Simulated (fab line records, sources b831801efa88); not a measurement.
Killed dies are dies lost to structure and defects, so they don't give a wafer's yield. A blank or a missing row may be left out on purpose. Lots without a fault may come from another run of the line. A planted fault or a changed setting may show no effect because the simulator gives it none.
Which tool did it? | flow sky130 | 24 lots, 72 wafers sampled, at 3 steps of a route of 708

WHAT THE GAUGES READ, wafer by wafer
SKY_SD_P_CD_MEAS_07: target cd 380 nm.
lot  | measured     | on        | cd_nm (nm)
L074 | day 25 07:49 | cd_sem-02 | 376.8 377.5 376.9
L075 | day 25 19:17 | cd_sem-02 | 382.4 380.5 382.1
L076 | day 25 23:38 | cd_sem-01 | 377.9 378.6 376.9
L077 | day 26 09:53 | cd_sem-01 | 376.2 377.5 378.9
L078 | day 26 18:25 | cd_sem-01 | 379.9 378.1 379.2
L079 | day 26 21:55 | cd_sem-01 | 381.8 379.8 379.6
L080 | day 27 12:56 | cd_sem-02 | 378.1 380.6 383.7
L081 | day 28 01:37 | cd_sem-01 | 384.1 383.1 381.8
L082 | day 28 04:53 | cd_sem-01 | 379.8 379.9 380.1
L083 | day 28 23:53 | cd_sem-01 | 383.7 381.7 385.8
L084 | day 29 08:26 | cd_sem-01 | 382.8 383.1 383.2
L086 | day 29 15:43 | cd_sem-01 | 380.9 380.2 378.5
L085 | day 29 16:32 | cd_sem-01 | 378.8 379.3 378.9
L087 | day 30 00:47 | cd_sem-01 | 382.4 384.0 384.4
L088 | day 30 04:43 | cd_sem-01 | 382.9 381.8 383.2
L089 | day 30 23:14 | cd_sem-01 | 382.1 383.8 382.8
L090 | day 31 05:32 | cd_sem-02 | 374.9 377.4 377.1
L091 | day 31 14:10 | cd_sem-01 | 380.3 381.7 380.6
L092 | day 31 15:17 | cd_sem-01 | 382.1 383.5 382.2
L093 | day 31 19:50 | cd_sem-01 | 382.9 379.5 381.0
L094 | day 32 03:25 | cd_sem-01 | 377.3 378.9 380.8
L095 | day 32 11:35 | cd_sem-01 | 382.4 380.3 382.5
L096 | day 32 19:25 | cd_sem-02 | 381.3 380.3 377.6
L097 | day 32 22:58 | cd_sem-02 | 379.8 377.1 377.0

SKY_VIA1_THK_MEAS_01.
lot  | measured     | on            | VIA1_HDPCVD_THK (nm)
L074 | day 32 16:29 | film_metro-04 | 1021 1024 1031
L075 | day 33 02:48 | film_metro-04 | 1023 1032 1031
L076 | day 33 07:14 | film_metro-04 | 1032 1022 1034
L077 | day 33 17:52 | film_metro-03 | 1020 1017 1025
L078 | day 34 00:59 | film_metro-04 | 1032 1053 1029
L079 | day 34 02:59 | film_metro-04 | 1026 1032 1033
L080 | day 34 14:56 | film_metro-04 | 1021 1035 1045
L081 | day 35 04:50 | film_metro-04 | 1013 1025 1028
L082 | day 35 08:35 | film_metro-04 | 1027 1023 1034
L083 | day 36 01:09 | film_metro-03 | 1038 1032 1028
L084 | day 36 09:31 | film_metro-03 | 1045 1029 1029
L086 | day 36 14:19 | film_metro-01 | 1046 1036 1022
L085 | day 36 16:20 | film_metro-01 | 1025 1029 1021
L087 | day 36 23:43 | film_metro-04 | 1053 1031 1041
L088 | day 37 03:38 | film_metro-03 | 1033 1040 1026
L089 | day 37 20:43 | film_metro-01 | 1031 1032 1030
L090 | day 38 01:56 | film_metro-04 | 1016 1006 1013
L091 | day 38 10:28 | film_metro-04 | 1030 1027 1018
L092 | day 38 13:45 | film_metro-03 | 1015 1013 1015
L093 | day 38 18:35 | film_metro-04 | 1022 1027 1019
L094 | day 38 22:44 | film_metro-01 | 1033 1043 1040
L095 | day 39 08:26 | film_metro-03 | 1063 1042 1036
L096 | day 39 14:39 | film_metro-04 | 1030 1052 1042
L097 | day 39 18:10 | film_metro-04 | 1040 1049 1034

WHICH TOOL RAN EACH LOT (tool, then ch and the chambers of the sampled wafers, then the start)
lot  | SKY_LI_CONTACT_CMP_02
L074 | cmp-01 ch 1,2, day 27 19:22
L075 | cmp-01 ch 0,1,2, day 28 07:21
L076 | cmp-02 ch 0,2,3, day 28 11:30
L077 | cmp-02 ch 0,2,3, day 28 21:03
L078 | cmp-01 ch 0,1,2, day 29 06:10
L079 | cmp-01 ch 2,3, day 29 08:16
L080 | cmp-02 ch 0,2,3, day 29 22:13
L081 | cmp-01 ch 0,2, day 30 11:19
L082 | cmp-01 ch 0,2, day 30 15:04
L083 | cmp-02 ch 0,1, day 31 08:24
L084 | cmp-01 ch 0,1,3, day 31 17:14
L086 | cmp-02 ch 0,2,3, day 31 22:29
L085 | cmp-01 ch 0,1,2, day 31 23:40
L087 | cmp-02 ch 0,2,3, day 32 08:43
L088 | cmp-01 ch 1,3, day 32 12:05
L089 | cmp-02 ch 1,2,3, day 33 06:13
L090 | cmp-02 ch 0,3, day 33 12:32
L091 | cmp-01 ch 0,2,3, day 33 22:00
L092 | cmp-01 ch 0,2,3, day 33 22:55
L093 | cmp-02 ch 1,2,3, day 34 04:04
L094 | cmp-02 ch 2,3, day 34 09:25
L095 | cmp-01 ch 0,1,2, day 34 19:31
L096 | cmp-02 ch 1,2, day 35 01:37
L097 | cmp-01 ch 0,1, day 35 05:29
- SKY_LI_CONTACT_CMP_02: polishes PSG.

WHAT THE TOOLS THEMSELVES READ (means of the sampled wafers that have a number; where no wafer has one, the mark that the record gives instead)
SKY_LI_CONTACT_CMP_02.
lot  | tool   | edge_zone_pressure_frac | motor_current_A (A) | time_to_endpoint_s (s)
L074 | cmp-01 | 0.993                   | 11.7                | 31.9
L075 | cmp-01 | 0.996                   | 11.8                | 30.6
L076 | cmp-02 | 0.997                   | 12.5                | 32.9
L077 | cmp-02 | 0.992                   | 12.6                | 31.5
L078 | cmp-01 | 1.003                   | 11.8                | 32.6
L079 | cmp-01 | 0.999                   | 11.4                | 30.0
L080 | cmp-02 | 0.997                   | 12.8                | 34.6
L081 | cmp-01 | 0.998                   | 11.1                | 31.6
L082 | cmp-01 | 1.001                   | 11.3                | 34.5
L083 | cmp-02 | 0.998                   | 13.1                | 33.8
L084 | cmp-01 | 0.999                   | 11.7                | 34.6
L086 | cmp-02 | 1.004                   | 12.3                | 31.4
L085 | cmp-01 | 1.001                   | 11.9                | 29.8
L087 | cmp-02 | 1.002                   | 13.0                | 33.2
L088 | cmp-01 | 1.000                   | 12.4                | 29.7
L089 | cmp-02 | 0.997                   | 12.7                | 33.3
L090 | cmp-02 | 0.996                   | 11.3                | 33.2
L091 | cmp-01 | 1.000                   | 11.5                | 35.0
L092 | cmp-01 | 1.002                   | 11.4                | 33.9
L093 | cmp-02 | 0.995                   | 12.4                | 30.1
L094 | cmp-02 | 1.002                   | 12.0                | 31.0
L095 | cmp-01 | 1.000                   | 11.6                | 31.6
L096 | cmp-02 | 0.999                   | 14.0                | 32.5
L097 | cmp-01 | 0.996                   | 12.2                | 33.0

THE ANSWER, worked out from the rows above alone
Rule: what is usual is taken from the lots themselves. Put in order of their means at a reading, lots are off if they are a third of the lots or fewer, leave a main group of 4 or more, and stand apart from it by a gap of 3 or more times the standard deviation of the main group's means; of several such gaps the widest counts. A main group whose means are all the same, to the digits that the tables above print for the reading, isn't used. A lot without any number at a reading at which 4 lots or more have one is off too. The other lots that the step has rows for count as sound. The gauges are gone through in route order, then the tools' own readings, and for those a lot's mean is taken as printed above. The first step at which some lot is off is used, and at that step the reading that is off furthest; a lot without a number counts as furthest.
No lot is off at any reading shown: from this, nothing can be told.

WHAT THE SIMULATOR HAD PUT IN
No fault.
